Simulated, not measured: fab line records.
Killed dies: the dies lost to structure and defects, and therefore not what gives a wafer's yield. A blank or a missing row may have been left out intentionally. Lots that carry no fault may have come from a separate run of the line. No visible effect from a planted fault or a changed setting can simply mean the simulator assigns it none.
A single fault, viewed from 2 desks / flow sky130 / every desk sees just its own numbers, and what lay behind them comes last

== THE METROLOGY DESK ==
Means of the sampled wafers that have a number, per lot and without regard to the tool the lot ran on: this is what the gauges read. Marked OUT: a lot whose mean sits more than 4 standard deviations from the usual mean, which makes it out of limits; the brackets give that distance.
Columns: A = VT_ADJUST_PCH_OVL at SKY_VT_ADJUST_PCH_OVL_MEAS_07, usual -0.3 nm; B = cd_nm at SKY_SONOS_ONO_CD_MEAS_13, usual 410.4 nm
lot=L388; first seen here=day 10 13:38; A=0.9; B=412.8
lot=L389; first seen here=day 10 21:34; A=0.4; B=414.5
lot=L390; first seen here=day 11 04:25; A=-1.3; B=410.3
lot=L394; first seen here=day 12 21:29; A=-0.1; B=409.6
lot=L396; first seen here=day 13 06:43; A=-0.1; B=408.8
lot=L397; first seen here=day 13 08:37; A=1.5; B=411.1
lot=L398; first seen here=day 13 17:55; A=-0.6; B=411.6
lot=L400; first seen here=day 15 02:46; A=-1.5; B=409.0
lot=L404; first seen here=day 15 22:07; A=-1.2; B=411.7
lot=L406; first seen here=day 16 08:50; A=-0.3; B=409.3
lot=L407; first seen here=day 16 20:53; A=0.3; B=407.5
lot=L409; first seen here=day 17 14:55; A=-1.5; B=408.1
lot=L410; first seen here=day 17 19:04; A=2.1; B=410.3
This desk found nothing out of limits on any of the 13 lots.

== TOOL OWNER'S DESK, implanter-01 ==
SKY_NWELL_IMPLANT_24, tool's own readings: per-lot mean of the sampled wafers with a number, covering each lot this tool ran. Marked OUT: a lot whose mean sits more than 4 standard deviations from the usual mean, which makes it out of limits; the brackets give that distance.
Columns: A = beam_energy_keV at SKY_NWELL_IMPLANT_24, usual 139.99; B = end_station_pressure_torr at SKY_NWELL_IMPLANT_24, usual 4.99e-06 Torr
lot=L388; first seen here=day 5 11:46; A=139.98; B=5.13e-06
lot=L389; first seen here=day 5 19:28; A=139.95; B=4.93e-06
lot=L397; first seen here=day 7 15:06; A=124.95 (-99 or more) OUT; B=4.83e-06
lot=L398; first seen here=day 7 23:11; A=124.92 (-99 or more) OUT; B=4.85e-06
This desk finds L397, L398 out of limits, L397 being first, at day 7 15:06 (beam_energy_keV at SKY_NWELL_IMPLANT_24). L388, L389 stayed within limits.

== ALL TOGETHER ==
On L397, L398, at day 7 15:06, an alarm was possible from the tool owner's desk.
Metrology desk: nothing out of limits seen.
The metrology desk has L397, L398 on record, within its limits.
Of the lots named, all ran SKY_NWELL_IMPLANT_24 on implanter-01.

== WHAT THE SIMULATOR HAD PUT IN ==
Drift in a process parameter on implanter-01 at SKY_NWELL_IMPLANT_24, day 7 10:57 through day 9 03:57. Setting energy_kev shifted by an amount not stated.
Shown lots that were struck: L397, L398.
Each desk's first reading out of limits, in hours after the fault started: the tool owner's desk, 4.
